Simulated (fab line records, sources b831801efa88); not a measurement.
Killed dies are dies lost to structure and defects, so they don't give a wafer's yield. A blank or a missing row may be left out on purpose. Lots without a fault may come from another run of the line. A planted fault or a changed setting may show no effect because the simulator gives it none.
A struck lot beside a sound one | flow sfq_line | 20 steps out of a route of 325
Sound: wafers L543.2, L543.4, L543.5. Struck: wafer L545.1. (L545.2 of the same lot was not struck and is left out.) The cause comes at the end.
At each step with rows: each side's tool, then ch and its chambers, then its first start. Under that, the readings that differ: sound wafers | struck wafers | difference of the means | sigmas: that difference in standard deviations of wafers without a fault.
alike: readings whose means differ by less than 2 such deviations, and words and numbers that are the same on both sides. not compared: withheld readings, readings that some wafer has no value for, bounds like >300 that may hide the same value, and numbers for which the record gives no deviation and whose values overlap.
The two part at a step that has a row with sigmas, a row that says differs or no value, or rows on one side only. Numbers that don't overlap but have no deviation are shown without sigmas and don't part them. A reading that every wafer of one side lacks parts them only if that side has two wafers or more.

first, 2 steps without rows for these wafers: SFQ_TRILAYER_I3_VIA_LITHO_PEB_088 (peb time 60 s); SFQ_TRILAYER_I3_VIA_LITHO_DEVELOP_087 (time 60 s).
SFQ_I3_OVL_MEAS_923:
  sound on overlay-02, day 43 13:02; struck on overlay-02, day 44 09:26
  alike: I3_OVL
SFQ_TRILAYER_I3_VIA_BARC_OPEN_VIA_ETCH_121: etches BARC in O2, target depth 125 nm, time 41.7 s.
  sound on rie_diel-01 ch 0,1,3, day 43 13:04; struck on rie_diel-01 ch 1, day 44 09:28
  alike: drypump_motor_current_A, oes_product_au
  not compared: rf_hours_counter_h
then, 1 step without rows for these wafers: SFQ_TRILAYER_I3_VIA_ETCH_VIA_ETCH_088 (etches SiO2 in CHF3, stops on Nb, target depth 260 nm).
SFQ_TRILAYER_I3_VIA_STRIP_STRIP_089: strips in O2.
  sound on rie_metal-02 ch 0,1, day 43 13:14; struck on rie_metal-04 ch 0, day 44 09:38
  alike: drypump_motor_current_A, oes_product_au
  not compared: rf_hours_counter_h
then, 2 steps without rows for these wafers: SFQ_TRILAYER_I3_VIA_STRIP_SOLV_CLEAN_090 (cleans in NMP, time 600 s); SFQ_TRILAYER_M4_DEP_PRE_CLEAN_092 (time 22.5 s).
SFQ_TRILAYER_M4_DEP_SPUTTER_091: material Nb, target thk 200 nm, time 133.3 s.
  sound on pvd_sputter-03, day 43 14:02; struck on pvd_sputter-06, day 44 10:26
  alike: cathode_dc_power_W, throttle_valve_pct
SFQ_M4_RS_MEAS_924: measures by four-point-probe.
  sound on film_metro-03, day 43 14:08; struck on film_metro-03, day 44 10:31
  alike: M4_NB_RS
then, 1 step without rows for these wafers: SFQ_TRILAYER_M4_LITHO_COAT_098 (resist thk 62 nm).
SFQ_TRILAYER_M4_LITHO_COAT_093: resist thk 600 nm.
  sound on litho_track-02 ch 0, day 43 14:39; struck on litho_track-04 ch 0, day 44 11:00
  reading                                             | sound           | struck | difference | sigmas
  model.KrF_of_TRILAYER_M4_LITHO_COAT_093.thk_nm (nm) | 602.4 601 600.1 | 665.4  | +64.2      |
  alike: chill_plate_temp_C
then, 4 steps without rows for these wafers: SFQ_TRILAYER_M4_LITHO_SOFTBAKE_097; SFQ_TRILAYER_M4_LITHO_EXPOSE_094 (exposes mask M4, target cd 500 nm); SFQ_TRILAYER_M4_LITHO_PEB_096 (peb time 60 s); SFQ_TRILAYER_M4_LITHO_DEVELOP_095 (time 60 s).
-- the record jumps here: 6 days lie between the struck wafers' starts before and after --
SFQ_M4_OVL_MEAS_926:
  sound on overlay-01, day 49 14:02; struck on overlay-02, day 50 14:17
  alike: M4_OVL
SFQ_TRILAYER_M4_BARC_OPEN_METAL_ETCH_123: etches BARC in O2, target depth 125 nm, time 41.7 s.
  sound on rie_metal-04 ch 0, day 49 14:04; struck on rie_metal-01 ch 1, day 50 14:19
  alike: drypump_motor_current_A, oes_product_au
  not compared: rf_hours_counter_h
SFQ_TRILAYER_M4_ETCH_METAL_ETCH_096: etches Nb in Cl2/Ar, stops on SiO2, target depth 240 nm, time 120 s.
  sound on rie_metal-04 ch 0, day 49 14:08; struck on rie_metal-01 ch 1, day 50 14:23
  reading                                             | sound             | struck | difference | sigmas
  model.KrF_of_TRILAYER_M4_LITHO_COAT_093.thk_nm (nm) | 384.8 383.1 382.3 | 449.6  | +66.2      |
  alike: drypump_motor_current_A, oes_product_au
  not compared: rf_hours_counter_h
SFQ_TRILAYER_M4_STRIP_STRIP_097: strips in O2.
  sound on rie_metal-04 ch 0, day 49 14:15; struck on rie_metal-01 ch 1, day 50 14:30
  alike: drypump_motor_current_A, oes_product_au
  not compared: rf_hours_counter_h

WHERE THEY PART
Nowhere in this record.

WHY: what the simulator had put in
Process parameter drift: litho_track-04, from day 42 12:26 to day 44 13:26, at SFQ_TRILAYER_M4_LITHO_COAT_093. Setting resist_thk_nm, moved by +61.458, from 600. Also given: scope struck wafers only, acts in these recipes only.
